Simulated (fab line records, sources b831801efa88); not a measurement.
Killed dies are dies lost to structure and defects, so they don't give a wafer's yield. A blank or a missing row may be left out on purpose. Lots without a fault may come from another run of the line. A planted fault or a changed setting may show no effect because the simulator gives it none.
A struck lot beside a sound one | flow sky130 | 32 steps out of a route of 708
Sound: wafers L908.4, L908.5, L908.6. Struck: wafers L911.1, L911.5, L911.6. The cause comes at the end.
At each step with rows: each side's tool, then ch and its chambers, then its first start. Under that, the readings that differ: sound wafers | struck wafers | difference of the means | sigmas: that difference in standard deviations of wafers without a fault.
alike: readings whose means differ by less than 2 such deviations, and words and numbers that are the same on both sides. not compared: withheld readings, readings that some wafer has no value for, bounds like >300 that may hide the same value, and numbers for which the record gives no deviation and whose values overlap.
The two part at a step that has a row with sigmas, a row that says differs or no value, or rows on one side only. Numbers that don't overlap but have no deviation are shown without sigmas and don't part them. A reading that every wafer of one side lacks parts them only if that side has two wafers or more.

SKY_PWDE_OVL_MEAS_07:
  sound on overlay-02, day 4 16:23; struck on overlay-01, day 5 05:05
  alike: PWDE_OVL
then, 1 step without rows for these wafers: SKY_PWDE_IMPLANT_08.
SKY_PWDE_STRIP_09: strips in O2/N2.
  sound on plasma_asher-02 ch 0,1, day 4 16:35; struck on plasma_asher-03 ch 0,1, day 5 05:16
  alike: drypump_motor_current_A, n2_flow_sccm, oes_product_au, strip_time_to_endpoint_s
  not compared: rf_hours_counter_h
SKY_PWDE_TW_MEAS_10:
  sound on film_metro-02, day 4 16:41; struck on film_metro-04, day 5 05:22
  alike: PWDE_TW
then, 7 steps without rows for these wafers: SKY_NWELL_DEHYDRATE_03 (time 60 s); SKY_NWELL_HMDS_04 (prime time 60 s); SKY_NWELL_COAT_05 (resist thk 3000 nm); SKY_NWELL_SOFTBAKE_06; SKY_NWELL_EXPOSE_07 (exposes mask NWM, target cd 840 nm); SKY_NWELL_PEB_08; SKY_NWELL_DEVELOP_09 (develop time 60 s).
SKY_NWELL_OVL_MEAS_10:
  sound on overlay-02, day 5 10:06; struck on overlay-01, day 5 23:13
  alike: NWELL_00_OVL
SKY_NWELL_IMPLANT_11:
  sound on implanter-04 ch 0, day 5 10:11; struck on implanter-04 ch 0, day 5 23:15
  reading            | sound                           | struck                           | difference  | sigmas
  dose_ions_cm2      | 1.897e+13 1.8987e+13 1.9009e+13 | 1.3729e+13 1.3701e+13 1.3701e+13 | -5.2783e+12 | -99 or more
  faraday_current_uA | 105.9 105.8 107.0               | 77.5 79.1 81.0                   | -27.0       | -12
  alike: end_station_pressure_torr
then, 2 steps without rows for these wafers: SKY_NWELL_IMPLANT_12; SKY_NWELL_IMPLANT_13.
SKY_NWELL_STRIP_14: strips in O2/N2.
  sound on plasma_asher-02 ch 0,1, day 5 10:36; struck on plasma_asher-01 ch 0,1, day 5 23:42
  alike: drypump_motor_current_A, n2_flow_sccm, oes_product_au, strip_time_to_endpoint_s
  not compared: rf_hours_counter_h
SKY_NWELL_TW_MEAS_15:
  sound on film_metro-02, day 5 10:42; struck on film_metro-01, day 5 23:48
  reading  | sound          | struck         | difference | sigmas
  NWELL_TW | 1790 1785 1785 | 1631 1624 1626 | -160       | -9
then, 7 steps without rows for these wafers: SKY_NWELL_DEHYDRATE_16 (time 60 s); SKY_NWELL_HMDS_17 (prime time 60 s); SKY_NWELL_COAT_18 (resist thk 3000 nm); SKY_NWELL_SOFTBAKE_19; SKY_NWELL_EXPOSE_20 (exposes mask NWM COMPLEMENT, target cd 840 nm); SKY_NWELL_PEB_21; SKY_NWELL_DEVELOP_22 (develop time 60 s).
SKY_NWELL_OVL_MEAS_23:
  sound on overlay-02, day 6 04:08; struck on overlay-01, day 6 18:26
  alike: NWELL_01_OVL
then, 1 step without rows for these wafers: SKY_NWELL_IMPLANT_24.
SKY_NWELL_STRIP_25: strips in O2/N2.
  sound on plasma_asher-02 ch 0,1, day 6 04:20; struck on plasma_asher-02 ch 0,1, day 6 18:37
  alike: drypump_motor_current_A, n2_flow_sccm, oes_product_au, strip_time_to_endpoint_s
  not compared: rf_hours_counter_h
SKY_NWELL_TW_MEAS_26:
  sound on film_metro-01, day 6 04:26; struck on film_metro-04, day 6 18:43
  reading    | sound       | struck      | difference | sigmas
  NWELL_2_TW | 492 490 490 | 505 505 506 | +15        | +2
then, 1 step without rows for these wafers: SKY_NWELL_CLEAN_27 (cleans in SC1/SC2, time 150 s).
SKY_NWELL_RTA_28: time 30 s.
  sound on rtp_anneal-02 ch 0, day 6 04:34; struck on rtp_anneal-01 ch 0, day 6 18:50
  alike: lamp_power_pct, wafer_temp_C_max
SKY_NWELL_RS_MEAS_29: measures by four-point-probe.
  sound on film_metro-04, day 6 04:41; struck on film_metro-01, day 6 18:56
  reading           | sound             | struck            | difference | sigmas
  NWELL_RS (ohm/sq) | 623.4 624.4 623.7 | 743.2 744.4 743.9 | +120.0     | +67
-- the record jumps here: 40 days lie between the struck wafers' starts before and after (it left off in module NWELL and takes up again in module PAD_OPEN, whose first step shown is number 708 of the route) --
SKY_PAD_OPEN_PROBE_99:
  sound on prober-01, day 46 06:49; struck on prober-02, day 47 03:11
  reading                                 | sound                        | struck                      | difference | sigmas
  killed_at_M0_to_M3                      | 35 21 49                     | 58 50 49                    | +17        | +2
  model.etest.nfet_16v.r_on_ohm_um        | 1.404e+04 1.394e+04 1.39e+04 | 1.53e+04 1.53e+04 1.528e+04 | +1.33e+03  |
  model.etest.res_nwell.line_ohm_um       | 1161 1159 1202               | 1465 1497 1494              | +311       |
  model.etest.res_nwell.rs_ohm_sq         | 998.8 978.2 1013             | 1165 1225 1224              | +208       |
  model.etest.tip_p_5v.rs_ohm_sq          | 2857 2860 2853               | 2827 2816 2795              | -44        |
  model.etest.res_iso_pwell.width_nm (nm) | 2641 2641 2645               | 2679 2656 2672              | +27        |
  model.etest.res_nwell.width_nm (nm)     | 841.6 841.1 843              | 800.9 810.8 806.1           | -36.0      |
  model.etest.pfet_16v.drive_ua_um        | 237.9 241.5 238.5            | 256.7 252.5 254.2           | +15.2      |
  model.etest.res_nwell.rs_ohm_sq_range   | 18.84 17.46 15.09            | 31.79 40.44 42.79           | +21.21     |
  alike: killed_at_M4_up, killed_at_contacts, killed_at_front_end, killed_at_other, killed_dies, killed_open, killed_short

WHERE THEY PART
First at SKY_NWELL_IMPLANT_11; last, within this record, at SKY_PAD_OPEN_PROBE_99.

WHY: what the simulator had put in
Process parameter drift: implanter-04, from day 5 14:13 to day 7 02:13, at SKY_NWELL_IMPLANT_11. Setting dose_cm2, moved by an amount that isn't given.
